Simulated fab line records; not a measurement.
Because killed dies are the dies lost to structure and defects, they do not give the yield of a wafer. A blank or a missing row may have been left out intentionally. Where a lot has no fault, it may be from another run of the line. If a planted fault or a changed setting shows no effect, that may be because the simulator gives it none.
A lot that was struck, set against a sound lot    flow sfq-line    21 steps out of a route of 325
Sound: these wafers, L322.2, L322.4, L322.5. Struck: wafer L331.1 (left out: L331.2, L331.5 of the same lot, which were not struck); the cause appears at the end.
Each step with rows lists, per side, the tool, then ch with its chambers, then its first start. Under that, the readings that differ: sound wafers    struck wafers    difference of the means    sigmas: that difference in standard deviations of wafers without a fault.
alike: readings whose means differ by less than 2 such deviations, and words and numbers that are the same on both sides. not compared: withheld readings, readings that some wafer has no value for, bounds like >300 that may hide the same value, and numbers for which the record gives no deviation and whose values overlap.
The two part at a step that has a row with sigmas, a row that says differs or no value, or rows on one side only. Non-overlapping numbers with no deviation appear without sigmas and do not part them. A reading that every wafer of one side lacks parts them only if that side has two wafers or more.

first, 3 steps without rows for these wafers: SFQ_TRILAYER_M3_LITHO_EXPOSE_076 (exposes mask M3, target cd 500 nm); SFQ_TRILAYER_M3_LITHO_PEB_078 (peb time 60 s); SFQ_TRILAYER_M3_LITHO_DEVELOP_077 (time 60 s).
SFQ_M3_OVL_MEAS_921:
  sound: overlay-01 at day 32 22:22; struck: overlay-01 at day 36 01:42
  alike: M3_OVL
SFQ_TRILAYER_M3_BARC_OPEN_METAL_ETCH_100: etches BARC in O2, target depth 125 nm, time 41.7 s.
  sound on rie-metal-03 ch 0, day 32 22:23; struck on rie-metal-01 ch 0, day 36 01:44
  alike: drypump-motor-current-A, oes-product-au
  not compared: rf-hours-counter-h
then, 1 step without rows for these wafers: SFQ_TRILAYER_M3_ETCH_METAL_ETCH_078 (etches Nb in Cl2/Ar, stops on SiO2, target depth 240 nm, time 120 s).
SFQ_TRILAYER_M3_STRIP_STRIP_079: strips in O2.
  sound on rie-metal-03 ch 0, day 32 22:35; struck on rie-metal-01 ch 0, day 36 01:55
  alike: drypump-motor-current-A, oes-product-au, platen-temp-c
  not compared: rf-hours-counter-h
then, 1 step without rows for these wafers: SFQ_TRILAYER_M3_STRIP_SOLV_CLEAN_080 (cleans in NMP, time 600 s).
SFQ_TRILAYER_I3_DEP_PECVD_081: deposits SiO2 from SiH4/N2O, time 111.11 s, target thk 500 nm.
  sound on pecvd-03 ch 0,1,2, day 32 23:21; struck on pecvd-03 ch 1, day 36 02:41
  alike: heater-power-outer-w, heater-power-w, throttle-valve-pct
SFQ_TRILAYER_I3_CMP_CMP_082: polishes SiO2.
  sound on cmp-02 ch 0,2, day 33 15:07; struck on cmp-01 ch 3, day 36 09:13
reading                 sound        struck  difference  sigmas
time-to-endpoint-s (s)  211 226 221  202     -17         -3
  alike: motor-current-A
SFQ_I3_BOW_MEAS_922:
  sound: film-metro-01 at day 33 18:08; struck: film-metro-01 at day 36 12:13
  alike: I3_BOW
next, for these wafers, 1 step has no rows: SFQ_TRILAYER_I3_METRO_MEASURE_083.
SFQ_TRILAYER_I3_VIA_LITHO_COAT_090: resist thk 62 nm.
  sound on litho-track-02 ch 0, day 33 19:29; struck on litho-track-03 ch 0, day 36 13:32
reading                                                   sound              struck  difference  sigmas
model.BARC_of_TRILAYER_I3_VIA_LITHO_COAT_090.thk-nm (nm)  62.12 61.85 61.97  68.44   +6.46       
  alike: dispense-pressure-kPa, resist-line-temp-C, spin-speed-rpm
then, 5 steps without rows for these wafers: SFQ_TRILAYER_I3_VIA_LITHO_COAT_085 (resist thk 650 nm); SFQ_TRILAYER_I3_VIA_LITHO_SOFTBAKE_089; SFQ_TRILAYER_I3_VIA_LITHO_EXPOSE_086 (exposes mask I3, target cd 500 nm); SFQ_TRILAYER_I3_VIA_LITHO_PEB_088 (peb time 60 s); SFQ_TRILAYER_I3_VIA_LITHO_DEVELOP_087 (time 60 s).
-- the record jumps here: 6 days lie between the struck wafers' starts before and after --
SFQ_I3_OVL_MEAS_923:
  sound: overlay-02 at day 39 07:44; struck: overlay-01 at day 42 06:55
  alike: I3_OVL
SFQ_TRILAYER_I3_VIA_BARC_OPEN_VIA_ETCH_121: etches BARC in O2, target depth 125 nm, time 41.7 s.
  sound on rie-diel-02 ch 0,3, day 39 07:46; struck on rie-diel-01 ch 2, day 42 06:57
reading                   sound              struck  difference  sigmas
oes-product-au (a.u.)     0.688 0.685 0.688  0.712   +0.025      +5
model.etch.depth-nm (nm)  62.12 61.85 61.97  68.44   +6.46       
  alike: drypump-motor-current-A
  not compared: rf-hours-counter-h
SFQ_TRILAYER_I3_VIA_ETCH_VIA_ETCH_088: etches SiO2 in CHF3, stops on Nb, target depth 260 nm.
  sound on rie-diel-02 ch 0,3, day 39 07:49; struck on rie-diel-01 ch 2, day 42 06:59
  alike: drypump-motor-current-A, oes-product-au

## WHERE THEY PART
First at SFQ_TRILAYER_I3_CMP_CMP_082; last, within this record, at SFQ_TRILAYER_I3_VIA_BARC_OPEN_VIA_ETCH_121. Later steps at which nothing parts them and some readings are alike: SFQ_TRILAYER_I3_VIA_ETCH_VIA_ETCH_088.

WHY: what had been put in by the simulator
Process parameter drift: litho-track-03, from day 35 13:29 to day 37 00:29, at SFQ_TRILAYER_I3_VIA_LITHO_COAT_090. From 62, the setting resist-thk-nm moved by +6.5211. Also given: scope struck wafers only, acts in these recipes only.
